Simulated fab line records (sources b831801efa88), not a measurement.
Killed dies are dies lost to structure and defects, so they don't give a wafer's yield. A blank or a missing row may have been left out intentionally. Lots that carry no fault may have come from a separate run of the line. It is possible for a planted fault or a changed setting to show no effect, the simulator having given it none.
Matching of chambers || flow sky130 || 4 sister chambers for SKY_VIA1_ETCH_15 on rie diel-03
The step etches SiO2 in C4F8/O2/Ar, stops on TiN, target depth 351 nm, time 54 s. 8 wafers are shown with their chamber, then 6 later ones without.

WAFERS PAIRED WITH THEIR CHAMBERS
{"wafer": "L964.1", "chamber": 2, "bias w (W)": 1200, "oes product au (a.u.)": 0.981}
{"wafer": "L966.1", "chamber": 3, "bias w (W)": 1195, "oes product au (a.u.)": 0.983}
{"wafer": "L966.5", "chamber": 0, "bias w (W)": 1200, "oes product au (a.u.)": 0.984}
{"wafer": "L968.1", "chamber": 0, "bias w (W)": 1206, "oes product au (a.u.)": 0.976}
{"wafer": "L968.4", "chamber": 1, "bias w (W)": 1195, "oes product au (a.u.)": 0.968}
{"wafer": "L968.5", "chamber": 2, "bias w (W)": 1206, "oes product au (a.u.)": 0.981}
{"wafer": "L972.2", "chamber": 3, "bias w (W)": 1201, "oes product au (a.u.)": 0.979}
{"wafer": "L972.3", "chamber": 1, "bias w (W)": 1204, "oes product au (a.u.)": 0.976}

WAFERS MISSING THEIR CHAMBER
{"wafer": "L972.5", "bias w (W)": 1193, "oes product au (a.u.)": 0.972}
{"wafer": "L976.4", "bias w (W)": 1200, "oes product au (a.u.)": 0.973}
{"wafer": "L976.6", "bias w (W)": 1199, "oes product au (a.u.)": 0.984}
{"wafer": "L979.1", "bias w (W)": 1200, "oes product au (a.u.)": 0.976}
{"wafer": "L979.5", "bias w (W)": 1198, "oes product au (a.u.)": 0.979}
{"wafer": "L979.6", "bias w (W)": 1197, "oes product au (a.u.)": 0.977}

EACH ONE'S CHAMBER
{"wafer": "L972.5", "from the rows above": "can't be placed: 1 or 3 or 0 or 2", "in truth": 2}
{"wafer": "L976.4", "from the rows above": "can't be placed: 1 or 0 or 3 or 2", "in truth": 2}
{"wafer": "L976.6", "from the rows above": "can't be placed: 3 or 2 or 0", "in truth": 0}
{"wafer": "L979.1", "from the rows above": "can't be placed: 1 or 0 or 3 or 2", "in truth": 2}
{"wafer": "L979.5", "from the rows above": "can't be placed: 3 or 0 or 2 or 1", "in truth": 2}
{"wafer": "L979.6", "from the rows above": "can't be placed: 3 or 1 or 0 or 2", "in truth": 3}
Placed correctly: 0 of 6. These rows do not allow placing 6 (true chamber among the candidates in 6). 0 placed wrongly.
How it was worked out, from the rows above alone: a wafer's distance from a chamber is the root of the sum, over the readings, of the square of ((its reading less the chamber's mean) divided by the reading's scatter). The wafer belongs to the nearest chamber; if the next one is less than 2 further off, it can't be placed. The mean given for a chamber averages the wafers shown for that chamber. The scatter: the root of (the sum of the squares of (reading less its chamber's mean) over the shown wafers, divided by (wafers less chambers)).
